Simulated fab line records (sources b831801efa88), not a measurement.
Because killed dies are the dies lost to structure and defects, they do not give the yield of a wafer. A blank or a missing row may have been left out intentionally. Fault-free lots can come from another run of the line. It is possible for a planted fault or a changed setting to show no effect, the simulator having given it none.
Problem report in the 8D (eight disciplines) form, filled by code	flow sky130	the parts of the form that need people (team, actions taken, sign-off) are left out

== 1. PROBLEM STATEMENT ==
killed_at_front_end at SKY_PAD_OPEN_PROBE_99 reads a mean of 70 on 4 wafers of 2 lots; wafers without a fault read 16 with a standard deviation of 4.5. Relative to the usual mean, that is a shift of +12 standard deviations.
First observed at day 48 21:14: wafer L195.2, on prober-02. At this step, 36 wafers from 12 lots have a number in the record. Rule for "out", or "out of limits": more than 4 standard deviations from the usual mean. The rest of the wafers with a number are treated as sound.

== 2. WHAT THIS IS AND IS NOT ==
question	is	is not
which readings at this step	killed_at_front_end	killed_at_M0_to_M3, killed_at_M4_up, killed_at_other, killed_open, killed_short
which lots	L195, L198	L181, L182, L183, L184, L186, L187, L189, L190, L201, L203
which wafers of those lots	L195.2, L195.6, L198.3, L198.5	L195.4, L198.2
read on which tools	prober-02	prober-01
when	from day 48 21:14	up to then (24 sound wafers); but 8 sound wafers of L195, L198, L201, L203 came after

== 3. WHAT RULES OUT EACH SUSPECT ==
Counting: a tool at a process step up to the reading stays a suspect if it ran every lot that is out. Sound lots after the first of them don't rule it out here, since some wafers of a struck lot are sound.
- plasma_asher-04 at SKY_SONOS_ONO_STRIP_17 (strips in O2/N2): kept. Every lot that is out went through it, the first being L195 (day 17 04:41); the last sound lot it ran before that was L187 (day 14 17:42).
- rie_metal-04 at SKY_METAL4_DESCUM_15 (chemistry O2, time 8 s): kept. Every lot that is out went through it, the first being L195 (day 45 06:37); the last sound lot it ran before that was L187 (day 43 17:04).
- prober-02 at SKY_PAD_OPEN_PROBE_99: kept. Every lot that is out went through it, the first being L195 (day 48 21:14); the last sound lot it ran before that was L190 (day 47 21:02). Its own killed_at_front_end readings are out on those wafers.
- Within plasma_asher-04 at SKY_SONOS_ONO_STRIP_17, the wafers that are out were processed in chamber 1 and their sound lot-mates in chamber 0.
Left after counting: plasma_asher-04 at SKY_SONOS_ONO_STRIP_17, rie_metal-04 at SKY_METAL4_DESCUM_15, prober-02 at SKY_PAD_OPEN_PROBE_99.

== 4. THE CAUSE (what the simulator had put in) ==
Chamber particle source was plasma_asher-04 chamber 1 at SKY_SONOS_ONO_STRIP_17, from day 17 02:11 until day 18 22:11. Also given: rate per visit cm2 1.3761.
Counting left 3 suspects, and this tool is among them.

== 5. THE EFFECT CHAIN, in route order ==
Each row: a reading where the mean over the struck wafers with a number is more than 3 standard deviations away from the usual. Scope: only readings with a usual standard deviation given in the record; hours: median across lots of the time from each lot's start at the first step in this table that gives one to its start at this step; sigmas: change in usual standard deviations.
hours	step	reading	usual	on struck wafers	change	sigmas
0	SKY_PAD_OPEN_PROBE_99	killed_at_front_end	16	70	+54	+12
0	SKY_PAD_OPEN_PROBE_99	killed_dies	87	132	+46	+4.5
Here are the process steps it includes:
- SKY_PAD_OPEN_PROBE_99

== 6. WHAT WOULD HAVE CAUGHT IT SOONER ==
The fault began at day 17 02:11; the first out-of-limits reading in this record came at day 48 21:14, 763 hours later.
An alarm limit of 4 standard deviations would not have fired on the tool readings at SKY_SONOS_ONO_STRIP_17 for which the record gives a usual standard deviation, since none of them was out on any struck wafer.
The start of SKY_SONOS_ONO_STRIP_17 on plasma_asher-04 came by day 48 21:14 for every one of the lots that are out (2). Had the tool been put on hold then, not one of them would have been saved.
